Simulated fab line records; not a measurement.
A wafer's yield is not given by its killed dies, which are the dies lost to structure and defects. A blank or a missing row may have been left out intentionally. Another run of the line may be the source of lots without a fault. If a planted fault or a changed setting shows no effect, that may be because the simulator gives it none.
Chamber matching || flow gf180mcu || GF_CONTACT_CMP_27 on cmp-02: 4 sister chambers
The step polishes, stops on SiO2, t overpolish 15 s, target thk 0 nm. 4 wafers are shown with their chamber, then 11 later ones without.

WAFERS WITH THEIR CHAMBER
{"wafer": "L418.5", "chamber": 2, "motor current A (A)": 11.1}
{"wafer": "L428.6", "chamber": 1, "motor current A (A)": 9.0}
{"wafer": "L429.1", "chamber": 0, "motor current A (A)": 10.0}
{"wafer": "L431.2", "chamber": 3, "motor current A (A)": 11.3}

WAFERS WHOSE CHAMBER IS MISSING
{"wafer": "L431.4", "motor current A (A)": 8.8}
{"wafer": "L431.6", "motor current A (A)": 9.1}
{"wafer": "L433.1", "motor current A (A)": 11.7}
{"wafer": "L433.3", "motor current A (A)": 9.6}
{"wafer": "L433.6", "motor current A (A)": 10.6}
{"wafer": "L439.1", "motor current A (A)": 9.1}
{"wafer": "L439.3", "motor current A (A)": 11.7}
{"wafer": "L439.6", "motor current A (A)": 10.8}
{"wafer": "L440.1", "motor current A (A)": 9.1}
{"wafer": "L440.2", "motor current A (A)": 11.4}
{"wafer": "L440.4", "motor current A (A)": 11.2}

CHAMBER TAKEN BY EACH
{"wafer": "L431.4", "from the rows above": 1, "in truth": 1}
{"wafer": "L431.6", "from the rows above": 1, "in truth": 1}
{"wafer": "L433.1", "from the rows above": "can't be placed: 3 or 2", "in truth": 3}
{"wafer": "L433.3", "from the rows above": "can't be placed: 0 or 1", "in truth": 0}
{"wafer": "L433.6", "from the rows above": "can't be placed: 2 or 0 or 3", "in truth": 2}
{"wafer": "L439.1", "from the rows above": 1, "in truth": 1}
{"wafer": "L439.3", "from the rows above": "can't be placed: 3 or 2", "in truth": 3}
{"wafer": "L439.6", "from the rows above": "can't be placed: 2 or 3 or 0", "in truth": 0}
{"wafer": "L440.1", "from the rows above": 1, "in truth": 1}
{"wafer": "L440.2", "from the rows above": "can't be placed: 3 or 2", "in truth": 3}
{"wafer": "L440.4", "from the rows above": "can't be placed: 2 or 3", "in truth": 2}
Correct placement for 4 of the 11. These rows do not allow placing 7 (true chamber among the candidates in 7). Number placed wrongly: 0.
How it was worked out, from the rows above alone: a wafer's distance from a chamber is the root of the sum, over the readings, of the square of ((its reading less the chamber's mean) divided by the reading's scatter). If the next closest chamber is less than 2 further off than the closest, the wafer can't be placed; otherwise it belongs to the closest. A chamber's mean is the mean of its shown wafers. The scatter: root of mean squared gap, hidden wafer to nearest shown wafer, with one shown wafer a chamber.
